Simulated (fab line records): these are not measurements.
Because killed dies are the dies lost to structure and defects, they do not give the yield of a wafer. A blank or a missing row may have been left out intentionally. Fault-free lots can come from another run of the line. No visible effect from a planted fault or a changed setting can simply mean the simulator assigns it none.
Which tool is to blame? -- flow sky130 -- 6 lots (18 wafers sampled), 1 step of a 708-step route

## WHAT THE GAUGES READ, wafer by wafer
SKY_VIA3_RS_MEAS_22: the measuring method here is four-point-probe.
lot,measured,on,VIA3_W_RS (ohm/sq)
L282,day 40 16:31,film metro-01,0.299 0.294 0.298
L284,day 41 06:41,film metro-04,0.297 0.296 0.300
L290,day 43 00:50,film metro-01,0.297 0.291 0.298
L294,day 44 09:17,film metro-04,0.299 0.295 0.290
L300,day 45 07:32,film metro-04,0.290 0.291 0.291
L302,day 46 09:02,film metro-02,0.292 0.290 0.296

## WHICH TOOL RAN EACH LOT (tool, then ch and the chambers of the sampled wafers, then the start)
The record shows no process step preceding these readings.

## THE ANSWER, worked out from the rows above alone
Rule: what is usual is taken from the lots themselves. Put in order of their means at a reading, lots are off if they are a third of the lots or fewer, leave a main group of 4 or more, and stand apart from it by a gap of 3 or more times the standard deviation of the main group's means; of several such gaps the widest counts. The tables above print the reading to a certain number of digits; a main group whose means all agree to those digits is not used. A lot without any number at a reading at which 4 lots or more have one is off too. The other lots that the step has rows for count as sound.
Nothing can be told from this: no lot is off at any reading shown.

## WHAT WAS PUT IN BY THE SIMULATOR
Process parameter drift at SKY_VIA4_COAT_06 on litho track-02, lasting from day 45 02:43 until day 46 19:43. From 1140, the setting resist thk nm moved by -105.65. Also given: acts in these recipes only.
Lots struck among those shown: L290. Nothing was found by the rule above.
